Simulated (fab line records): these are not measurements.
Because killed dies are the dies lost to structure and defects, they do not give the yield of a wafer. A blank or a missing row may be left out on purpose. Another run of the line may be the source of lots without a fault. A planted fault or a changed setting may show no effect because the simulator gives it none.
A lot that was struck, set against a sound lot | flow sky130 | 19 out of 708 route steps
Sound: these wafers, L521.1, L521.4, L521.5. Wafers struck: L517.3, L517.5, L517.6. At the end, the cause is stated.
Order at every step that has rows: each side's tool, ch and its chambers, its first start. Under that, the readings that differ: sound wafers | struck wafers | difference of the means | sigmas: that difference in standard deviations of wafers without a fault.
alike: words and numbers the same on both sides, and readings whose means are apart by under 2 such deviations; not compared: readings that were withheld, readings missing a value for some wafer, numbers with overlapping values and no deviation given by the record, and bounds like >300 which may hide the same value.
Wherever a step has rows on one side only, a row that says differs or no value, or a row with sigmas, the two part there. When numbers do not overlap yet have no deviation, they are printed without sigmas and do not part them. A reading that every wafer of one side lacks parts them only if that side has two wafers or more.

first, 4 steps without rows for these wafers: SKY_VT_ADJUST_LVTN_SOFTBAKE_14 (time 60 s); SKY_VT_ADJUST_LVTN_EXPOSE_15 (exposes mask HVN STD DERIVED, target cd 600 nm); SKY_VT_ADJUST_LVTN_PEB_16; SKY_VT_ADJUST_LVTN_DEVELOP_17 (develop time 61.16 s).
SKY_VT_ADJUST_LVTN_OVL_MEAS_18:
  sound on overlay-01, day 11 20:57; struck on overlay-02, day 10 14:58
  alike: VT_ADJUST_LVTN_01_OVL
then, 1 step without rows for these wafers: SKY_VT_ADJUST_LVTN_IMPLANT_19.
SKY_VT_ADJUST_LVTN_STRIP_20: strips in O2/N2.
  sound on plasma-asher-01 ch 0,1, day 11 21:08; struck on plasma-asher-02 ch 0,1, day 10 15:10
  alike: drypump-motor-current-A, oes-product-au, strip-time-to-endpoint-s
  not compared: rf-hours-counter-h
SKY_VT_ADJUST_LVTN_TW_MEAS_21:
  sound on film-metro-02, day 11 21:14; struck on film-metro-04, day 10 15:15
  reading             | sound             | struck            | difference | sigmas
  VT_ADJUST_LVTN_2_TW | 189.7 190.8 190.8 | 184.5 185.3 185.2 | -5.4       | -2
then, 4 steps without rows for these wafers: SKY_VT_ADJUST_NCORE_DEHYDRATE_00 (time 60 s); SKY_VT_ADJUST_NCORE_HMDS_01 (prime time 60 s); SKY_VT_ADJUST_NCORE_COAT_02 (resist thk 1140 nm); SKY_VT_ADJUST_NCORE_SOFTBAKE_03 (time 60 s).
SKY_VT_ADJUST_NCORE_EXPOSE_04: exposes mask LVTN COMPLEMENT THIN, target cd 380 nm.
  sound on iline-stepper-02 ch 0, day 12 10:01; struck on iline-stepper-01 ch 0, day 11 03:06
  reading                                 | sound                   | struck               | difference | sigmas
  model.VT_ADJUST_NCORE.overlay-x-nm (nm) | -0.6126 -0.6126 -0.6126 | -192.3 -192.3 -192.3 | -191.7     |
  alike: mask
then, 2 steps without rows for these wafers: SKY_VT_ADJUST_NCORE_PEB_05; SKY_VT_ADJUST_NCORE_DEVELOP_06 (develop time 60 s).
SKY_VT_ADJUST_NCORE_CD_MEAS_07 targets a cd of 380 nm.
  sound on cd-sem-01, day 12 22:21; struck on cd-sem-01, day 11 15:35
  alike: cd-nm
SKY_VT_ADJUST_NCORE_OVL_MEAS_08:
  sound on overlay-01, day 12 22:28; struck on overlay-01, day 11 15:40
  reading                  | sound        | struck               | difference | sigmas
  VT_ADJUST_NCORE_OVL (nm) | -0.1 0.1 1.1 | -193.4 -191.8 -193.0 | -193.1     | -99 or more
then, 1 step without rows for these wafers: SKY_VT_ADJUST_NCORE_IMPLANT_09.
-- here the record skips 37 days between the struck wafers' starts before and after, leaving off in module VT_ADJUST_NCORE and picking up in module PAD_OPEN (first step shown: number 708 of the route) --
SKY_PAD_OPEN_PROBE_99:
  sound on prober-01, day 49 07:55; struck on prober-01, day 48 14:46
  reading                                    | sound                   | struck                  | difference | sigmas
  killed-at-front-end                        | 16 9 14                 | 15 30 34                | +13        | +3
  model.etest.sram-nfet-pass.drive-ua-um     | 488.1 496.7 490.1       | 563.3 535.7 561.6       | +61.9      |
  model.etest.sram-pfet-latch.drive-ua-um    | 142.4 141 134.5         | 159.1 155.6 160.5       | +19.1      |
  model.etest.sram-nfet-pass.off-log10-a-um  | -12.41 -12.42 -12.51    | -11.38 -11.58 -11.35    | +1.01      |
  model.etest.sram-pfet-latch.off-log10-a-um | -12.73 -12.97 -13.12    | -11.65 -11.76 -11.86    | +1.18      |
  model.etest.sram-nfet-pass.vt-sat-v (V)    | 0.5515 0.5572 0.5537    | 0.4475 0.4643 0.4562    | -0.0981    |
  model.etest.sram-pfet-latch.vt-sat-v (V)   | -0.7541 -0.7893 -0.805  | -0.6737 -0.6639 -0.6734 | +0.1125    |
  model.etest.sram-nfet-pass.vt-v (V)        | 0.6599 0.6621 0.6534    | 0.5813 0.5901 0.5926    | -0.0705    |
  model.etest.sram-pfet-latch.vt-v (V)       | -0.8858 -0.9214 -0.9334 | -0.8425 -0.8283 -0.8439 | +0.0753    |
  alike: killed_at_M0_to_M3, killed_at_M4_up, killed-at-contacts, killed-at-other, killed-dies, killed-open, killed-short

WHERE THEY PART
Last at SKY_PAD_OPEN_PROBE_99 as far as this record goes, first at SKY_VT_ADJUST_LVTN_TW_MEAS_21.

WHY: the cause the simulator had injected
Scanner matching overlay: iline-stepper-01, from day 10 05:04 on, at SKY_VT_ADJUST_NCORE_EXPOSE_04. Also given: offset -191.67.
